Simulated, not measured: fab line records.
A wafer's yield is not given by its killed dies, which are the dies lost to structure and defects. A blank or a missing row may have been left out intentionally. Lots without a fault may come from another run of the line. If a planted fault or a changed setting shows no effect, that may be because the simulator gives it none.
fab line records ; flow gf180mcu ; part 2 of 2: steps 26 to 34 of 34
[record] lots = 5; wafers = 15; last-day = 34
route steps=602 shown V3@439 M4@456
lots with no fault: from the same line, run without faults
start-h: the number of hours between the record's first day and the start of the first shown wafer of the lot ; wait-h: how many hours have passed since the lot's step before this one ; " as in the row above ; L1.1+2: several wafers, shown together as one row ; - no value, or no start was given ; * or withheld: withheld ; < > ~ a bound
route shown NAME@n: names a module that has steps shown in the file, with the first one's number in the route ; usual: the fault-free wafers' mean and standard deviation ; same: alike in all rows ; chamber/n: place in a boat ; sites: readings site by site ; _std_site: their standard deviation ; _edge_site: mean of outer sites minus mean of inner sites ; radius-mm: how far each site lies from the wafer's centre ; mask NAME#n: copy n ; behind: the most recent tool/chamber to have shaped the wafer ; hold: cause of the lot's hold/its duration in hours/its outcome ; device: the n, p or np transistor that did not switch ; end of line: the tests these same wafers got at the end of their route ; where a step has no rows: the recipe by itself ; killed: count of dies lost to structure and defects at first sort (not the wafer's yield) ; map: the dies of a wafer, with x for killed, . for not killed, _ for no die there
set.NAME: the setting the step ran with; set.NAME@STEP: the setting that earlier step ran with ; model.NAME: the simulator's own value behind a step, which no gauge read
lots at selected steps of the route; one table per step, one row per wafer
services: from which hour (start-h, from the record's first day; less than 0 if before it) a tool's chamber was out of use, for how many hours, and why
[[steps]]
[step GF_M4_HMDS_08]
[recipe] prime-time-s = 60; prime-temp-c = 120
[usual] chill-plate-temp-C = 23.01/0.1; exhaust-pa = 45.0/0.95
lot.wafer;tool;chamber;start-h;wait-h;chill-plate-temp-C;exhaust-pa
L081.2;litho-track-03;0;598.64;0.1;22.85;44.2
L081.4;litho-track-03;0;598.64;0.1;23.03;43.7
L081.5;litho-track-03;0;598.64;0.1;22.95;43.5
L082.4;litho-track-01;0;600.26;0.1;23.07;45.3
L082.5;litho-track-01;0;600.26;0.1;23.00;43.9
L082.6;litho-track-01;0;600.26;0.1;23.12;46.1
L084.4;litho-track-01;0;608.96;0.1;22.96;44.6
L084.5;litho-track-01;0;608.96;0.1;23.05;44.3
L084.6;litho-track-01;0;608.96;0.1;22.93;45.2
L083.2;litho-track-03;0;609.14;0.1;23.06;44.1
L083.4;litho-track-03;0;609.14;0.1;22.97;44.5
L083.6;litho-track-03;0;609.14;0.1;23.02;45.8
L096.1;litho-track-03;0;690.76;0.1;23.10;44.2
L096.3;litho-track-03;0;690.76;0.1;22.99;45.6
L096.5;litho-track-03;0;690.76;0.1;23.41;44.0
[step GF_M4_COAT_09]
[recipe] resist = KrF; spin-rpm = withheld; resist-thk-nm = 1000
[usual] chill-plate-temp-C = 22.98/0.12; dispense-pressure-kPa = 50.6/1.5; exhaust-pa = 44.8/1
lot.wafer;tool;chamber;start-h;wait-h;chill-plate-temp-C;dispense-pressure-kPa;exhaust-pa
L081.2;litho-track-03;0;598.79;0.1;22.97;50.3;44.4
L081.4;litho-track-03;0;598.79;0.1;22.64;50.3;44.9
L081.5;litho-track-03;0;598.79;0.1;22.89;50.3;45.9
L082.4;litho-track-01;0;600.41;0.1;22.91;53.4;43.5
L082.5;litho-track-01;0;600.41;0.1;23.10;53.4;43.3
L082.6;litho-track-01;0;600.41;0.1;22.98;53.4;43.1
L084.4;litho-track-01;0;609.11;0.1;23.09;53.4;45.8
L084.5;litho-track-01;0;609.11;0.1;23.17;53.4;46.7
L084.6;litho-track-01;0;609.11;0.1;22.94;53.4;45.8
L083.2;litho-track-03;0;609.29;0.1;23.13;50.2;44.3
L083.4;litho-track-03;0;609.29;0.1;23.38;50.3;44.7
L083.6;litho-track-03;0;609.29;0.1;23.21;50.3;44.9
L096.1;litho-track-03;0;690.91;0.1;22.90;50.3;42.4
L096.3;litho-track-03;0;690.91;0.1;22.70;50.2;41.6
L096.5;litho-track-03;0;690.91;0.1;22.80;50.2;41.7
[step GF_M4_SOFTBAKE_10]
[recipe] temp-c = 130; time-s = 60; resist = KrF
[usual] chill-plate-temp-C = 22.99/0.1; exhaust-pa = 45.0/0.87
lot.wafer;tool;chamber;start-h;wait-h;chill-plate-temp-C;exhaust-pa
L081.2;litho-track-03;0;598.94;0.1;23.12;44.9
L081.4;litho-track-03;0;598.94;0.1;23.09;46.3
L081.5;litho-track-03;0;598.94;0.1;23.03;46.0
L082.4;litho-track-01;0;600.56;0.1;23.13;44.2
L082.5;litho-track-01;0;600.56;0.1;22.97;45.5
L082.6;litho-track-01;0;600.56;0.1;22.88;44.9
L084.4;litho-track-01;0;609.26;0.1;22.95;44.3
L084.5;litho-track-01;0;609.26;0.1;23.03;44.2
L084.6;litho-track-01;0;609.26;0.1;22.96;44.9
L083.2;litho-track-03;0;609.44;0.1;23.03;45.3
L083.4;litho-track-03;0;609.44;0.1;23.11;45.0
L083.6;litho-track-03;0;609.44;0.1;23.06;45.8
L096.1;litho-track-03;0;691.06;0.1;22.85;45.6
L096.3;litho-track-03;0;691.06;0.1;22.87;45.2
L096.5;litho-track-03;0;691.06;0.1;22.72;44.5
[step GF_M4_EXPOSE_11]
[recipe] mask-id = Metal4; target-cd-nm = 280; na = 0.68; source-shape = conventional; sigma-outer = 0.6; dose-mj = 28
lot.wafer;tool;chamber;start-h;wait-h;mask
L081.2+4+5;krf-scanner-02;0;-;-;Metal4#0
L082.4+5+6;krf-scanner-01;0;-;-;Metal4#0
L084.4+5+6;krf-scanner-01;0;-;-;Metal4#0
L083.2+4+6;krf-scanner-02;0;-;-;Metal4#0
L096.1+3+5;krf-scanner-02;0;-;-;Metal4#0
[step GF_M4_PEB_12]
[recipe] peb-temp-c = 135; peb-time-s = 90; resist = KrF
[usual] chill-plate-temp-C = 22.98/0.11; exhaust-pa = 45.0/0.92
lot.wafer;tool;chamber;start-h;wait-h;chill-plate-temp-C;exhaust-pa
L081.2;litho-track-04;0;-;-;23.06;45.5
L081.4;litho-track-04;0;-;-;22.95;44.4
L081.5;litho-track-04;0;-;-;23.03;45.5
L082.4;litho-track-01;0;-;-;22.99;44.6
L082.5;litho-track-01;0;-;-;23.07;44.4
L082.6;litho-track-01;0;-;-;22.89;44.5
L084.4;litho-track-01;0;-;-;23.01;43.6
L084.5;litho-track-01;0;-;-;23.04;43.4
L084.6;litho-track-01;0;-;-;23.07;42.2
L083.2;litho-track-01;0;-;-;22.91;45.6
L083.4;litho-track-01;0;-;-;22.87;43.0
L083.6;litho-track-01;0;-;-;22.70;43.6
L096.1;litho-track-01;0;-;-;22.97;45.9
L096.3;litho-track-01;0;-;-;23.14;46.3
L096.5;litho-track-01;0;-;-;23.00;46.0
[step GF_M4_DEVELOP_13]
[recipe] develop-time-s = 60; dev-temp-c = 21
[usual] chill-plate-temp-C = 22.99/0.12; exhaust-pa = 44.9/0.92
lot.wafer;tool;chamber;start-h;wait-h;chill-plate-temp-C;exhaust-pa
L081.2;litho-track-04;0;609.19;0.2;23.01;45.8
L081.4;litho-track-04;0;609.19;0.2;23.00;45.0
L081.5;litho-track-04;0;609.19;0.2;23.04;46.8
L082.4;litho-track-01;0;610.71;0.1;22.82;45.2
L082.5;litho-track-01;0;610.71;0.1;22.92;45.9
L082.6;litho-track-01;0;610.71;0.1;22.99;43.6
L084.4;litho-track-01;0;619.71;0.1;23.22;44.1
L084.5;litho-track-01;0;619.71;0.1;23.00;45.2
L084.6;litho-track-01;0;619.71;0.1;23.20;45.9
L083.2;litho-track-01;0;620.01;0.2;22.97;45.7
L083.4;litho-track-01;0;620.01;0.2;23.01;45.3
L083.6;litho-track-01;0;620.01;0.2;22.89;44.5
L096.1;litho-track-01;0;700.69;0.2;23.16;45.0
L096.3;litho-track-01;0;700.69;0.2;23.04;44.4
L096.5;litho-track-01;0;700.69;0.2;23.06;44.1
[step GF_M4_CD_MEAS_14]
[recipe] target-cd-nm = 280
[usual] cd-nm = 279.9/1
lot.wafer;tool;chamber;start-h;wait-h;cd-nm
L081.2;cd-sem-01;-;609.33;0.1;278.5
L081.4;cd-sem-01;-;609.33;0.1;279.4
L081.5;cd-sem-01;-;609.33;0.1;279.7
L082.4;cd-sem-02;-;610.85;0.1;279.0
L082.5;cd-sem-02;-;610.85;0.1;279.3
L082.6;cd-sem-02;-;610.85;0.1;279.5
L084.4;cd-sem-02;-;619.85;0.1;281.4
L084.5;cd-sem-02;-;619.85;0.1;281.4
L084.6;cd-sem-02;-;619.85;0.1;281.8
L083.2;cd-sem-02;-;620.16;0.1;279.8
L083.4;cd-sem-02;-;620.16;0.1;280.3
L083.6;cd-sem-02;-;620.16;0.1;280.9
L096.1;cd-sem-02;-;700.84;0.1;279.9
L096.3;cd-sem-02;-;700.84;0.1;279.8
L096.5;cd-sem-02;-;700.84;0.1;280.9
[step GF_M4_OVL_MEAS_15]
[usual] M4_OVL = -5/7
lot.wafer;tool;chamber;start-h;wait-h;M4_OVL[nm]
L081.2;overlay-01;-;609.44;0.1;5
L081.4;overlay-01;-;609.44;0.1;2
L081.5;overlay-01;-;609.44;0.1;-7
L082.4;overlay-01;-;610.92;0.1;-4
L082.5;overlay-01;-;610.92;0.1;-12
L082.6;overlay-01;-;610.92;0.1;-8
L084.4;overlay-01;-;619.92;0.1;-15
L084.5;overlay-01;-;619.92;0.1;-4
L084.6;overlay-01;-;619.92;0.1;-4
L083.2;overlay-01;-;620.26;0.1;-11
L083.4;overlay-01;-;620.26;0.1;-5
L083.6;overlay-01;-;620.26;0.1;-6
L096.1;overlay-02;-;700.96;0.1;-2
L096.3;overlay-02;-;700.96;0.1;-8
L096.5;overlay-02;-;700.96;0.1;-1
[step GF_M4_METAL_ETCH_16]
[recipe] chemistry = Cl2/BCl3; mask-material = KrF; target-depth-nm = 627.5; stop-on = SiO2; pressure-mtorr = 8; icp-w = 800; bias-w = 140; Cl2_flow_sccm = 80; bcl3-flow-sccm = 40; time-s = 104.6
[usual] drypump-motor-current-A = 5.8/0.38; oes-product-au = 0.971/0.0074; throttle-valve-pct = 28.250/0.012
lot.wafer;tool;chamber;start-h;wait-h;drypump-motor-current-A;oes-product-au;rf-hours-counter-h;throttle-valve-pct
L081.2;rie-metal-01;0;609.47;0.0;6.4;0.963;11;28.256
L081.4;rie-metal-01;1;609.47;0.0;5.7;0.970;-;28.236
L081.5;rie-metal-01;0;609.47;0.0;6.4;0.969;-;28.264
L082.4;rie-metal-02;1;610.98;0.0;5.7;0.975;-;28.244
L082.5;rie-metal-02;0;610.98;0.0;5.2;0.970;-;28.247
L082.6;rie-metal-02;1;610.98;0.0;5.7;0.973;-;28.271
L084.4;rie-metal-04;1;619.98;0.0;5.7;0.963;-;28.261
L084.5;rie-metal-04;0;619.98;0.0;5.4;0.957;-;28.267
L084.6;rie-metal-04;1;619.98;0.0;5.7;0.985;-;28.233
L083.2;rie-metal-02;0;620.29;0.0;5.2;0.973;10;28.242
L083.4;rie-metal-02;0;620.29;0.0;5.2;0.968;-;28.230
L083.6;rie-metal-02;0;620.29;0.0;5.2;0.966;-;28.250
L096.1;rie-metal-02;0;700.99;0.0;5.2;0.969;13;28.265
L096.3;rie-metal-02;1;700.99;0.0;5.7;0.957;-;28.236
L096.5;rie-metal-02;1;700.99;0.0;5.7;0.971;-;28.248
[[services]]
tool;chamber;start-h;hours;kind
krf-scanner-02;-;565.73;1.3;pm
pvd-sputter-04;-;566.78;3.0;repair
krf-scanner-02;-;567.23;1.0;pm
pvd-sputter-04;-;570.02;13.8;repair
cmp-02;-;571.23;7.0;repair
cmp-02;-;578.19;4.0;pm
pvd-sputter-04;-;588.17;3.0;repair
pvd-sputter-04;-;606.44;3.1;repair
pvd-sputter-02;-;608.21;1.5;repair
pvd-sputter-04;-;630.15;7.7;repair
krf-scanner-02;-;631.10;0.8;pm
cmp-01;-;632.57;5.3;pm
cmp-02;-;645.54;5.5;pm
krf-scanner-01;-;649.91;0.6;repair
krf-scanner-02;-;653.00;4.4;pm
krf-scanner-01;-;661.02;0.8;pm
pvd-sputter-02;-;662.46;2.6;repair
rie-diel-04;1;664.14;2.7;repair
krf-scanner-01;-;672.60;0.2;repair
rie-diel-04;-;675.03;4.0;pm
cmp-01;-;682.65;1.1;repair
plasma-asher-02;-;683.26;0.7;repair
krf-scanner-01;-;693.46;1.3;pm
krf-scanner-01;-;695.46;1.0;pm
